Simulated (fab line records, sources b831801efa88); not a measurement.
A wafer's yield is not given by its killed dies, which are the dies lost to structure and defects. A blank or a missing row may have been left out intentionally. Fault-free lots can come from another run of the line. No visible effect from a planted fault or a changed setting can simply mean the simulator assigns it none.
fab line records | flow sky130
record: lots: 12 | wafers: 36 | last_day: 50
route steps=708 shown RES_XHIGH@341 SD_N@349 LOCAL_INTERCONNECT@402 VIA4@657 PAD_OPEN@708
lots that met no fault: taken from a fault-free run of the same line
start_h: the number of hours between the record's first day and the start of the first shown wafer of the lot | wait_h: hours from the lot's prior step to this one | " the same as in the row above | L1.1+2: several wafers, shown together as one row | - value missing, or start not given | * or withheld: withheld | < > ~ a bound
route shown NAME@n: names a module that has steps shown in the file, with the first one's number in the route | usual: mean/standard deviation of fault-free wafers | same: alike in all rows | chamber/n: place in a boat | sites: readings site by site | _std_site: standard deviation across them | _edge_site: mean of outer sites minus mean of inner sites | radius_mm: for every site, how far away it sits from the centre of the wafer | mask NAME#n: copy n | behind: the tool/chamber that last shaped the wafer | hold: cause of the lot's hold/its duration in hours/its outcome | device: the n, p or np transistor that did not switch | end of line: the same wafers' tests at the end of the route | a step without rows: its recipe alone | killed: at the first sort, the dies lost to defects and structure; wafer yield is something else | map: the dies of a wafer, with x for killed, . for not killed, _ for no die there
set.NAME: the run value of the setting; set.NAME@STEP: its run value at that earlier step | model.NAME: the simulator's own value behind a step, which no gauge read
a sample of lots followed through the steps of the route, with each step as a table and each wafer as a row
services: when a tool's chamber went out of use (start_h, in hours from the record's first day, below 0 if earlier), for how many hours, and the reason
== steps ==
step: SKY_RES_XHIGH_TW_MEAS_09
usual: RES_XHIGH_TW: 1630/22
lot.wafer | tool          | chamber | start_h | wait_h | RES_XHIGH_TW
L172.2    | film_metro-01 | -       | 648.85  | 0.1    | 1642
L172.3    | "             | -       | "       | "      | 1649
L172.4    | "             | -       | "       | "      | 1637
L176.1    | film_metro-03 | -       | 659.40  | 0.1    | 1629
L176.2    | "             | -       | "       | "      | 1631
L176.6    | "             | -       | "       | "      | 1637
L175.2    | film_metro-04 | -       | 659.74  | 0.1    | 1599
L175.3    | "             | -       | "       | "      | 1591
L175.5    | "             | -       | "       | "      | 1599
L177.4    | film_metro-01 | -       | 661.81  | 0.1    | 1643
L177.5    | "             | -       | "       | "      | 1637
L177.6    | "             | -       | "       | "      | 1643
L178.3    | film_metro-04 | -       | 670.55  | 0.1    | 1588
L178.4    | "             | -       | "       | "      | 1600
L178.5    | "             | -       | "       | "      | 1596
L180.1    | film_metro-03 | -       | 691.10  | 0.1    | 1645
L180.3    | "             | -       | "       | "      | 1634
L180.4    | "             | -       | "       | "      | 1641
L181.3    | film_metro-04 | -       | 694.50  | 0.1    | 1605
L181.4    | "             | -       | "       | "      | 1615
L181.5    | "             | -       | "       | "      | 1607
L182.1    | film_metro-01 | -       | 698.65  | 0.1    | 1652
L182.5    | "             | -       | "       | "      | 1664
L182.6    | "             | -       | "       | "      | 1650
L184.1    | film_metro-01 | -       | 716.00  | 0.1    | 1650
L184.3    | "             | -       | "       | "      | 1651
L184.6    | "             | -       | "       | "      | 1650
L192.2    | film_metro-03 | -       | 783.51  | 0.1    | 1648
L192.3    | "             | -       | "       | "      | 1649
L192.6    | "             | -       | "       | "      | 1650
L194.2    | film_metro-03 | -       | 804.64  | 0.1    | 1652
L194.4    | "             | -       | "       | "      | 1652
L194.6    | "             | -       | "       | "      | 1657
L195.2    | film_metro-03 | -       | 807.31  | 0.1    | 1662
L195.4    | "             | -       | "       | "      | 1651
L195.5    | "             | -       | "       | "      | 1648
step: SKY_SD_N_CD_MEAS_07
recipe: target_cd_nm: 380
usual: cd_nm: 379.8/2.5
lot.wafer | tool      | chamber | start_h | wait_h | cd_nm
L172.2    | cd_sem-02 | -       | 675.90  | 0.1    | 378.2
L172.3    | "         | -       | "       | "      | 380.9
L172.4    | "         | -       | "       | "      | 379.0
L176.1    | cd_sem-02 | -       | 687.91  | 0.3    | 381.9
L176.2    | "         | -       | "       | "      | 383.2
L176.6    | "         | -       | "       | "      | 383.2
L175.2    | cd_sem-02 | -       | 688.05  | 0.3    | 382.6
L175.3    | "         | -       | "       | "      | 381.8
L175.5    | "         | -       | "       | "      | 382.3
L177.4    | cd_sem-02 | -       | 689.56  | 0.1    | 383.1
L177.5    | "         | -       | "       | "      | 383.1
L177.6    | "         | -       | "       | "      | 382.2
L178.3    | cd_sem-01 | -       | 698.74  | 0.3    | 379.6
L178.4    | "         | -       | "       | "      | 380.6
L178.5    | "         | -       | "       | "      | 380.6
L180.1    | cd_sem-02 | -       | 718.80  | 0.1    | 377.5
L180.3    | "         | -       | "       | "      | 380.2
L180.4    | "         | -       | "       | "      | 378.2
L181.3    | cd_sem-02 | -       | 721.94  | 0.1    | 376.6
L181.4    | "         | -       | "       | "      | 376.4
L181.5    | "         | -       | "       | "      | 374.6
L182.1    | cd_sem-02 | -       | 725.95  | 0.1    | 379.9
L182.5    | "         | -       | "       | "      | 381.9
L182.6    | "         | -       | "       | "      | 382.8
L184.1    | cd_sem-01 | -       | 742.85  | 0.1    | 375.4
L184.3    | "         | -       | "       | "      | 374.7
L184.6    | "         | -       | "       | "      | 375.2
L192.2    | cd_sem-02 | -       | 809.67  | 0.1    | 373.5
L192.3    | "         | -       | "       | "      | 376.2
L192.6    | "         | -       | "       | "      | 375.1
L194.2    | cd_sem-02 | -       | 830.87  | 0.1    | 380.1
L194.4    | "         | -       | "       | "      | 377.6
L194.6    | "         | -       | "       | "      | 380.6
L195.2    | cd_sem-02 | -       | 833.85  | 0.1    | 380.3
L195.4    | "         | -       | "       | "      | 380.6
L195.5    | "         | -       | "       | "      | 380.9
step: SKY_LOCAL_INTERCONNECT_STRIP_15
recipe: chemistry: O2/N2 | power_w: 1400 | pressure_mtorr: 1500 | platen_temp_c: withheld | o2_flow_sccm: 3000 | n2_flow_sccm: 300 | overash_fraction: 0.5
usual: drypump_motor_current_A: 5.8/0.3 | oes_product_au: 0.426/0.0042 | strip_time_to_endpoint_s: 4.726/0.016
lot.wafer | tool            | chamber | start_h | wait_h | drypump_motor_current_A | oes_product_au | rf_hours_counter_h | strip_time_to_endpoint_s
L172.2    | plasma_asher-04 | 1       | 734.22  | 0.0    | 6.0                     | 0.426          | 93                 | 4.737
L172.3    | "               | 0       | "       | "      | 5.6                     | 0.429          | -                  | 4.713
L172.4    | "               | 1       | "       | "      | 5.9                     | 0.417          | -                  | 4.709
L176.1    | plasma_asher-03 | 0       | 747.11  | 0.0    | 5.5                     | 0.417          | 0                  | 4.696
L176.2    | "               | 1       | "       | "      | 5.4                     | 0.424          | 0                  | 4.714
L176.6    | "               | 0       | "       | "      | 5.5                     | 0.421          | -                  | 4.725
L175.2    | plasma_asher-01 | 0       | 747.15  | 0.0    | 5.8                     | 0.423          | 61                 | 4.734
L175.3    | "               | 1       | "       | "      | 6.4                     | 0.431          | -                  | 4.749
L175.5    | "               | 1       | "       | "      | 6.3                     | 0.425          | -                  | 4.704
L177.4    | plasma_asher-04 | 1       | 748.16  | 0.1    | 5.9                     | 0.430          | -                  | 4.727
L177.5    | "               | 0       | "       | "      | 5.6                     | 0.431          | -                  | 4.720
L177.6    | "               | 1       | "       | "      | 5.9                     | 0.428          | -                  | 4.724
L178.3    | plasma_asher-04 | 1       | 756.74  | 0.1    | 5.9                     | 0.421          | -                  | 4.706
L178.4    | "               | 0       | "       | "      | 5.6                     | 0.425          | -                  | 4.707
L178.5    | "               | 1       | "       | "      | 5.9                     | 0.426          | -                  | 4.709
L180.1    | plasma_asher-04 | 1       | 776.67  | 0.0    | 5.9                     | 0.431          | 98                 | 4.737
L180.3    | "               | 0       | "       | "      | 5.6                     | 0.429          | -                  | 4.764
L180.4    | "               | 1       | "       | "      | 5.9                     | 0.428          | -                  | 4.739
L181.3    | plasma_asher-01 | 1       | 779.55  | 0.1    | 6.4                     | 0.417          | -                  | 4.723
L181.4    | "               | 0       | "       | "      | 5.8                     | 0.426          | -                  | 4.718
L181.5    | "               | 1       | "       | "      | 6.3                     | 0.425          | -                  | 4.729
L182.1    | plasma_asher-03 | 1       | 783.78  | 0.0    | 5.5                     | 0.420          | 4                  | 4.727
L182.5    | "               | 0       | "       | "      | 5.5                     | 0.427          | -                  | 4.738
L182.6    | "               | 1       | "       | "      | 5.5                     | 0.427          | -                  | 4.731
L184.1    | plasma_asher-03 | 0       | 798.81  | 0.0    | 5.5                     | 0.429          | 5                  | 4.722
L184.3    | "               | 0       | "       | "      | 5.5                     | 0.427          | -                  | 4.721
L184.6    | "               | 1       | "       | "      | 5.4                     | 0.427          | -                  | 4.717
L192.2    | plasma_asher-04 | 0       | 865.01  | 0.0    | 5.6                     | 0.423          | 107                | 4.746
L192.3    | "               | 0       | "       | "      | 5.6                     | 0.429          | -                  | 4.724
L192.6    | "               | 0       | "       | "      | 5.6                     | 0.425          | -                  | 4.710
L194.2    | plasma_asher-01 | 1       | 886.81  | 0.0    | 6.3                     | 0.425          | 74                 | 4.705
L194.4    | "               | 1       | "       | "      | 6.3                     | 0.423          | -                  | 4.731
L194.6    | "               | 0       | "       | "      | 5.8                     | 0.424          | -                  | 4.712
L195.2    | plasma_asher-04 | 1       | 889.31  | 0.0    | 5.9                     | 0.429          | 109                | 4.726
L195.4    | "               | 0       | "       | "      | 5.6                     | 0.431          | -                  | 4.720
L195.5    | "               | 0       | "       | "      | 5.6                     | 0.424          | -                  | 4.720
step: SKY_VIA4_CVD_18
recipe: material: W | target_thk_nm: 505 | time_s: 152.14 | temp_c: 400 | pressure_torr: 40
usual: heater_power_w: 840/49
lot.wafer | tool     | chamber | start_h | wait_h | heater_power_w
L172.2    | cvd_w-02 | 1       | 1025.51 | 0.0    | 851
L172.3    | "        | 0       | "       | "      | 763
L172.4    | "        | 1       | "       | "      | 884
L176.1    | cvd_w-01 | 1       | 1038.44 | 0.0    | 882
L176.2    | "        | 0       | "       | "      | 840
L176.6    | "        | 1       | "       | "      | 880
L175.2    | cvd_w-02 | 1       | 1039.93 | 0.0    | 874
L175.3    | "        | 0       | "       | "      | 789
L175.5    | "        | 1       | "       | "      | 879
L177.4    | cvd_w-02 | 1       | 1041.21 | 0.1    | 877
L177.5    | "        | 1       | "       | "      | 868
L177.6    | "        | 0       | "       | "      | 753
L178.3    | cvd_w-02 | 0       | 1047.59 | 0.1    | 751
L178.4    | "        | 1       | "       | "      | 852
L178.5    | "        | 0       | "       | "      | 756
L180.1    | cvd_w-02 | 0       | 1064.16 | 0.0    | 758
L180.3    | "        | 1       | "       | "      | 871
L180.4    | "        | 0       | "       | "      | 754
L181.3    | cvd_w-01 | 0       | 1067.30 | 0.1    | 852
L181.4    | "        | 1       | "       | "      | 887
L181.5    | "        | 1       | "       | "      | 877
L182.1    | cvd_w-02 | 0       | 1067.51 | 0.0    | 757
L182.5    | "        | 0       | "       | "      | 764
L182.6    | "        | 1       | "       | "      | 867
L184.1    | cvd_w-02 | 0       | 1078.65 | 0.0    | 751
L184.3    | "        | 0       | "       | "      | 741
L184.6    | "        | 1       | "       | "      | 872
L192.2    | cvd_w-01 | 0       | 1129.85 | 0.0    | 837
L192.3    | "        | 0       | "       | "      | 845
L192.6    | "        | 0       | "       | "      | 839
L194.2    | cvd_w-01 | 1       | 1152.52 | 0.0    | 875
L194.4    | "        | 1       | "       | "      | 886
L194.6    | "        | 0       | "       | "      | 872
L195.2    | cvd_w-01 | 0       | 1154.27 | 0.0    | 871
L195.4    | "        | 0       | "       | "      | 862
L195.5    | "        | 0       | "       | "      | 885
step: SKY_PAD_OPEN_PROBE_99
usual: defect_limited_yield: 82.5/1.8 | killed_at_M0_to_M3: 44/7.1 | killed_at_M4_up: 3.0/1.9 | killed_at_contacts: 25/5.6 | killed_at_front_end: 14/4.1 | killed_at_other: 0.2/0.44 | killed_dies: 86/9.1 | killed_open: 47/7.4 | killed_short: 39/5.7 | sort_bin_3_pad_short: 0.9/0.37 | sort_bin_5_function: 10.3/1.6 | sort_bin_6_memory: 6.3/1.1 | sort_n_pass: 406/9.1 | sort_yield_pct: 82.5/1.8
same: gross_dies: 492 | killed_at_back_side: 0 | sort_bin_4_leakage[%]: 0 | sort_bin_8_speed[%]: 0
lot.wafer | tool      | chamber | start_h | wait_h | defect_limited_yield[%] | killed_at_M0_to_M3 | killed_at_M4_up | killed_at_contacts | killed_at_front_end | killed_at_other | killed_dies | killed_open | killed_short | sort_bin_3_pad_short[%] | sort_bin_5_function[%] | sort_bin_6_memory[%] | sort_n_pass | sort_yield_pct[%]
L182.1    | prober-02 | -       | 1128.98 | 0.1    | 81.3                    | 38                 | 3               | 30                 | 21                  | 0               | 92          | 48          | 44           | 2.0                     | 11.2                   | 5.5                  | 400         | 81.3
L182.5    | prober-02 | -       | 1129.18 | 0.2    | 80.5                    | 43                 | 8               | 32                 | 13                  | 0               | 96          | 51          | 45           | 0.8                     | 12.4                   | 6.3                  | 396         | 80.5
L182.6    | prober-02 | -       | 1129.23 | 0.2    | 71.1                    | 37                 | 57              | 26                 | 21                  | 1               | 142         | 48          | 39           | 2.8                     | 17.5                   | 8.5                  | 350         | 71.1
L184.1    | prober-02 | -       | 1143.20 | 0.1    | 82.1                    | 55                 | 5               | 26                 | 2                   | 0               | 88          | 53          | 35           | 0.6                     | 8.3                    | 8.9                  | 404         | 82.1
L184.3    | prober-02 | -       | 1143.30 | 0.2    | 83.9                    | 50                 | 2               | 17                 | 9                   | 1               | 79          | 45          | 34           | 0.4                     | 8.9                    | 6.7                  | 413         | 83.9
L184.6    | prober-02 | -       | 1143.45 | 0.2    | 71.1                    | 40                 | 61              | 27                 | 13                  | 1               | 142         | 41          | 42           | 4.1                     | 17.1                   | 7.7                  | 350         | 71.1
L192.2    | prober-01 | -       | 1184.10 | 0.1    | 83.1                    | 37                 | 5               | 25                 | 15                  | 1               | 83          | 46          | 37           | 1.0                     | 9.6                    | 6.3                  | 409         | 83.1
L192.3    | prober-01 | -       | 1184.15 | 0.2    | 79.5                    | 57                 | 2               | 27                 | 14                  | 1               | 101         | 63          | 38           | 0.4                     | 13.2                   | 6.9                  | 391         | 79.5
L192.6    | prober-01 | -       | 1184.30 | 0.2    | 82.5                    | 34                 | 5               | 38                 | 9                   | 0               | 86          | 50          | 36           | 0.8                     | 10.0                   | 6.7                  | 406         | 82.5
killed by level:class
L182.1 CONTACT:geometric_particle:open=11 LI_CONTACT:geometric_particle:open=10 METAL2:geometric_particle:short=8 VIA2:geometric_particle:open=8 POLY_GATE:geometric_particle:short=7 FIELD_ISO:geometric_particle:short=6 METAL1:geometric_particle:short=5 VIA1:geometric_particle:short=5
L182.5 CONTACT:geometric_particle:open=9 VIA3:geometric_particle:open=8 LI_CONTACT:geometric_particle:short=7 CONTACT:geometric_particle:short=7 FIELD_ISO:geometric_particle:short=6 METAL1:geometric_particle:short=6 VIA1:geometric_particle:open=6 LI_CONTACT:geometric_particle:open=5
L182.6 VIA4:unspecified=55 VIA1:geometric_particle:open=13 LI_CONTACT:geometric_particle:open=9 FIELD_ISO:geometric_particle:open=7 METAL1:geometric_particle:short=5 LOCAL_INTERCONNECT:geometric_particle:short=5 CONTACT:geometric_particle:open=5 POLY_GATE:geometric_particle:short=4
L184.1 VIA1:geometric_particle:open=18 CONTACT:geometric_particle:open=12 VIA2:geometric_particle:open=10 LI_CONTACT:geometric_particle:short=5 METAL3:geometric_particle:short=5 LI_CONTACT:geometric_particle:open=4 METAL1:geometric_particle:short=4 VIA3:geometric_particle:short=4
L184.3 VIA2:geometric_particle:open=15 CONTACT:geometric_particle:open=7 LI_CONTACT:geometric_particle:open=6 VIA1:geometric_particle:short=6 VIA1:geometric_particle:open=5 METAL1:geometric_particle:short=5 VIA2:geometric_particle:short=5 VIA3:geometric_particle:open=4
L184.6 VIA4:unspecified=59 VIA1:geometric_particle:open=10 LI_CONTACT:geometric_particle:open=9 VIA2:geometric_particle:open=6 LOCAL_INTERCONNECT:geometric_particle:short=5 CONTACT:geometric_particle:short=5 CONTACT:geometric_particle:open=4 METAL1:geometric_particle:short=4
L192.2 VIA3:geometric_particle:open=9 VIA2:geometric_particle:open=8 LI_CONTACT:geometric_particle:open=7 CONTACT:geometric_particle:open=7 FIELD_ISO:geometric_particle:short=6 VIA1:geometric_particle:short=5 FIELD_ISO:geometric_particle:open=4 LI_CONTACT:geometric_particle:short=4
L192.3 CONTACT:geometric_particle:open=14 VIA1:geometric_particle:open=11 VIA2:geometric_particle:open=11 LI_CONTACT:geometric_particle:open=7 METAL2:geometric_particle:short=6 VIA3:geometric_particle:open=6 VIA3:geometric_particle:short=5 FIELD_ISO:geometric_particle:short=4
L192.6 CONTACT:geometric_particle:open=16 VIA1:geometric_particle:open=12 CONTACT:geometric_particle:short=10 FIELD_ISO:geometric_particle:open=4 LOCAL_INTERCONNECT:geometric_particle:short=4 METAL2:geometric_particle:short=4 VIA2:geometric_particle:open=4 POLY_GATE:geometric_particle:short=3
== services ==
tool            | chamber | start_h | hours | kind
plasma_asher-01 | -       | 714.56  | 1.7   | repair
cvd_w-01        | 1       | 731.79  | 11.5  | repair
plasma_asher-03 | -       | 733.84  | 9.0   | pm
cvd_w-01        | 1       | 744.96  | 3.1   | repair
plasma_asher-01 | -       | 759.35  | 1.2   | repair
plasma_asher-01 | -       | 792.45  | 2.2   | repair
plasma_asher-01 | -       | 806.03  | 1.4   | repair
cvd_w-02        | -       | 862.06  | 4.0   | repair
cvd_w-02        | -       | 904.00  | 14.0  | pm
cvd_w-02        | 0       | 904.00  | 14.0  | vent_cycle
cvd_w-02        | 1       | 904.00  | 14.0  | vent_cycle
cvd_w-02        | 0       | 918.00  | -     | clean
cvd_w-02        | 1       | 918.00  | -     | clean
plasma_asher-03 | -       | 931.43  | 44.1  | repair
cvd_w-01        | -       | 932.08  | 0.4   | repair
plasma_asher-03 | -       | 975.55  | 10.3  | pm
plasma_asher-03 | -       | 998.23  | 2.8   | pm
plasma_asher-03 | -       | 1003.42 | 1.6   | repair
plasma_asher-03 | -       | 1040.85 | 1.8   | repair
plasma_asher-04 | -       | 1042.90 | 1.1   | repair
plasma_asher-04 | -       | 1055.25 | 9.0   | pm
plasma_asher-03 | -       | 1055.26 | 1.0   | repair
cvd_w-02        | -       | 1087.43 | 6.0   | pm
cvd_w-02        | -       | 1142.66 | 3.8   | pm
== key ==
first_sign: step: SKY_PAD_OPEN_PROBE_99 | reading: killed_at_M4_up | direction: up | sigmas: 30 | usual: 3.0 | struck: 59
effect: step: SKY_PAD_OPEN_PROBE_99 | reading: sort_bin_3_pad_short | direction: up | sigmas: 6.9 | usual: 0.9 | struck: 3.5
met_at SKY_VIA4_CVD_18
struck_lots L182,L184
struck_wafers L182.6,L184.6
not_acting_at SKY_RES_XHIGH_TW_MEAS_09,SKY_SD_N_CD_MEAS_07,SKY_LOCAL_INTERCONNECT_STRIP_15
onset_between 1064.16 1067.51
fault: kind: chamber_particle_source | tool: cvd_w-02 | chamber: 1 | onset_h: 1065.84 | steps: SKY_VIA4_CVD_18 | rate_per_visit_cm2: 1.0499 | end_h: 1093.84
